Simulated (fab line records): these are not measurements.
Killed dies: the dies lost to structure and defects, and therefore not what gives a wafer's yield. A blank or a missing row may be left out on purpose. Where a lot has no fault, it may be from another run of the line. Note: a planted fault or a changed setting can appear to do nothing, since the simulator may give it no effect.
Which of the tools did it? || flow sky130 || 13 lots, 39 wafers sampled, at 4 steps of a route of 708

## WHAT THE GAUGES SHOWED, per wafer
SKY_VT_ADJUST_LVTN_OVL_MEAS_07. Usual: VT_ADJUST_LVTN_OVL typically reads -0.9 nm, with standard deviation 1.6.
{"lot": "L640", "measured": "day 6 17:23", "on": "overlay-01", "VT_ADJUST_LVTN_OVL (nm)": "0.3 0.6 -0.5", "flag": ""}
{"lot": "L642", "measured": "day 7 09:37", "on": "overlay-02", "VT_ADJUST_LVTN_OVL (nm)": "-0.8 -1.6 -1.6", "flag": ""}
{"lot": "L643", "measured": "day 7 17:28", "on": "overlay-02", "VT_ADJUST_LVTN_OVL (nm)": "-3.1 -2.0 -3.1", "flag": ""}
{"lot": "L644", "measured": "day 7 21:05", "on": "overlay-01", "VT_ADJUST_LVTN_OVL (nm)": "-0.4 0.5 -2.1", "flag": ""}
{"lot": "L645", "measured": "day 8 15:52", "on": "overlay-02", "VT_ADJUST_LVTN_OVL (nm)": "-0.4 0.8 -2.1", "flag": ""}
{"lot": "L647", "measured": "day 8 22:46", "on": "overlay-02", "VT_ADJUST_LVTN_OVL (nm)": "-1.4 -1.1 -2.0", "flag": ""}
{"lot": "L648", "measured": "day 9 04:05", "on": "overlay-01", "VT_ADJUST_LVTN_OVL (nm)": "-1.4 -2.9 -1.3", "flag": ""}
{"lot": "L649", "measured": "day 9 10:16", "on": "overlay-01", "VT_ADJUST_LVTN_OVL (nm)": "-3.1 -3.4 -4.4", "flag": ""}
{"lot": "L650", "measured": "day 9 13:49", "on": "overlay-01", "VT_ADJUST_LVTN_OVL (nm)": "-1.9 -1.5 -0.6", "flag": ""}
{"lot": "L654", "measured": "day 10 14:46", "on": "overlay-01", "VT_ADJUST_LVTN_OVL (nm)": "-2.7 -2.9 -1.7", "flag": ""}
{"lot": "L661", "measured": "day 12 13:55", "on": "overlay-02", "VT_ADJUST_LVTN_OVL (nm)": "-1.6 0.0 -1.4", "flag": ""}
{"lot": "L662", "measured": "day 12 18:25", "on": "overlay-01", "VT_ADJUST_LVTN_OVL (nm)": "-0.9 0.1 -1.0", "flag": ""}
{"lot": "L663", "measured": "day 13 02:34", "on": "overlay-01", "VT_ADJUST_LVTN_OVL (nm)": "-2.5 -1.9 -3.9", "flag": ""}

SKY_SPACER_THK_MEAS_01. Usual: SPACER_CVD_00_THK typically reads 43.1 nm, with standard deviation 0.44.
{"lot": "L640", "measured": "day 22 16:52", "on": "film metro-04", "SPACER_CVD_00_THK (nm)": "42.5 42.6 42.7", "flag": ""}
{"lot": "L642", "measured": "day 23 14:39", "on": "film metro-04", "SPACER_CVD_00_THK (nm)": "43.6 43.5 43.3", "flag": ""}
{"lot": "L643", "measured": "day 24 05:10", "on": "film metro-04", "SPACER_CVD_00_THK (nm)": "42.6 43.1 42.5", "flag": ""}
{"lot": "L644", "measured": "day 24 09:46", "on": "film metro-01", "SPACER_CVD_00_THK (nm)": "43.1 42.9 43.1", "flag": ""}
{"lot": "L645", "measured": "day 25 10:52", "on": "film metro-03", "SPACER_CVD_00_THK (nm)": "43.2 43.4 43.0", "flag": ""}
{"lot": "L647", "measured": "day 25 20:00", "on": "film metro-03", "SPACER_CVD_00_THK (nm)": "42.7 42.8 42.1", "flag": ""}
{"lot": "L648", "measured": "day 26 00:11", "on": "film metro-04", "SPACER_CVD_00_THK (nm)": "44.0 43.7 43.7", "flag": ""}
{"lot": "L649", "measured": "day 26 10:59", "on": "film metro-04", "SPACER_CVD_00_THK (nm)": "42.3 42.3 42.2", "flag": ""}
{"lot": "L650", "measured": "day 26 18:26", "on": "film metro-03", "SPACER_CVD_00_THK (nm)": "43.2 43.1 42.8", "flag": ""}
{"lot": "L654", "measured": "day 28 04:07", "on": "film metro-04", "SPACER_CVD_00_THK (nm)": "42.9 42.6 42.8", "flag": ""}
{"lot": "L661", "measured": "day 30 11:03", "on": "film metro-01", "SPACER_CVD_00_THK (nm)": "43.2 43.2 43.4", "flag": ""}
{"lot": "L662", "measured": "day 30 13:18", "on": "film metro-03", "SPACER_CVD_00_THK (nm)": "43.1 43.2 43.3", "flag": ""}
{"lot": "L663", "measured": "day 30 19:50", "on": "film metro-03", "SPACER_CVD_00_THK (nm)": "42.9 42.9 42.9", "flag": ""}

SKY_SD_N_OVL_MEAS_08. Usual: SD_N_OVL typically reads -0.1 nm, with standard deviation 1.6.
{"lot": "L640", "measured": "day 27 14:50", "on": "overlay-01", "SD_N_OVL (nm)": "-1.1 0.5 1.6", "flag": ""}
{"lot": "L642", "measured": "day 28 10:20", "on": "overlay-02", "SD_N_OVL (nm)": "-1.7 0.7 0.1", "flag": ""}
{"lot": "L643", "measured": "day 29 02:14", "on": "overlay-02", "SD_N_OVL (nm)": "-1.8 -1.4 -1.0", "flag": ""}
{"lot": "L644", "measured": "day 29 06:32", "on": "overlay-02", "SD_N_OVL (nm)": "4.0 1.1 1.6", "flag": ""}
{"lot": "L645", "measured": "day 30 06:32", "on": "overlay-01", "SD_N_OVL (nm)": "-3.2 -1.2 -3.1", "flag": ""}
{"lot": "L647", "measured": "day 30 13:56", "on": "overlay-02", "SD_N_OVL (nm)": "0.3 -1.1 0.3", "flag": ""}
{"lot": "L648", "measured": "day 30 19:47", "on": "overlay-02", "SD_N_OVL (nm)": "-1.2 -3.0 -1.1", "flag": ""}
{"lot": "L649", "measured": "day 31 05:50", "on": "overlay-02", "SD_N_OVL (nm)": "0.6 -0.4 -0.6", "flag": ""}
{"lot": "L650", "measured": "day 31 12:23", "on": "overlay-01", "SD_N_OVL (nm)": "-0.4 1.6 1.3", "flag": ""}
{"lot": "L654", "measured": "day 32 19:56", "on": "overlay-01", "SD_N_OVL (nm)": "-1.2 -0.2 -2.7", "flag": ""}
{"lot": "L661", "measured": "day 34 23:29", "on": "overlay-01", "SD_N_OVL (nm)": "0.2 0.8 0.3", "flag": ""}
{"lot": "L662", "measured": "day 35 02:44", "on": "overlay-02", "SD_N_OVL (nm)": "0.3 0.9 0.5", "flag": ""}
{"lot": "L663", "measured": "day 35 07:41", "on": "overlay-01", "SD_N_OVL (nm)": "1.7 1.0 1.1", "flag": ""}

## TOOL THAT RAN EACH LOT (tool first, then ch and the chambers of the sampled wafers, then the start)
{"lot": "L640", "SKY_LDD_HVN_EXPOSE_04": "iline stepper-02 ch 0, day 19 09:53"}
{"lot": "L642", "SKY_LDD_HVN_EXPOSE_04": "iline stepper-02 ch 0, day 20 07:13"}
{"lot": "L643", "SKY_LDD_HVN_EXPOSE_04": "iline stepper-01 ch 0, day 20 22:14"}
{"lot": "L644", "SKY_LDD_HVN_EXPOSE_04": "iline stepper-02 ch 0, day 21 01:49"}
{"lot": "L645", "SKY_LDD_HVN_EXPOSE_04": "iline stepper-01 ch 0, day 22 03:43"}
{"lot": "L647", "SKY_LDD_HVN_EXPOSE_04": "iline stepper-02 ch 0, day 22 13:05"}
{"lot": "L648", "SKY_LDD_HVN_EXPOSE_04": "iline stepper-01 ch 0, day 22 18:55"}
{"lot": "L649", "SKY_LDD_HVN_EXPOSE_04": "iline stepper-02 ch 0, day 23 06:33"}
{"lot": "L650", "SKY_LDD_HVN_EXPOSE_04": "iline stepper-01 ch 0, day 23 15:45"}
{"lot": "L654", "SKY_LDD_HVN_EXPOSE_04": "iline stepper-02 ch 0, day 25 00:05"}
{"lot": "L661", "SKY_LDD_HVN_EXPOSE_04": "iline stepper-01 ch 0, day 27 07:41"}
{"lot": "L662", "SKY_LDD_HVN_EXPOSE_04": "iline stepper-02 ch 0, day 27 11:50"}
{"lot": "L663", "SKY_LDD_HVN_EXPOSE_04": "iline stepper-02 ch 0, day 27 19:08"}
- SKY_LDD_HVN_EXPOSE_04: exposes mask HVNTM, target cd 700 nm.

## AS READ BY THE TOOLS THEMSELVES (means over the sampled wafers that have a number; for cases with no such wafer, the mark the record gives instead)
The record holds no such reading with a usual standard deviation.

## THE ANSWER, worked out from the rows above alone
Rule: lot off if the mean of its wafers having a number is beyond 3 standard deviations from the usual mean. A lot without any number at a reading at which 4 lots or more have one is off too. Any other lot the step has rows for is counted as sound. Order of review: gauges by route order, followed by the tools' own readings, for which a lot's mean as printed above is used. The first step at which some lot is off is used, and at that step the reading that is off furthest; a lot without a number counts as furthest.
Nothing can be told from this: no lot is off at any reading shown.

## WHAT HAD BEEN PUT IN BY THE SIMULATOR
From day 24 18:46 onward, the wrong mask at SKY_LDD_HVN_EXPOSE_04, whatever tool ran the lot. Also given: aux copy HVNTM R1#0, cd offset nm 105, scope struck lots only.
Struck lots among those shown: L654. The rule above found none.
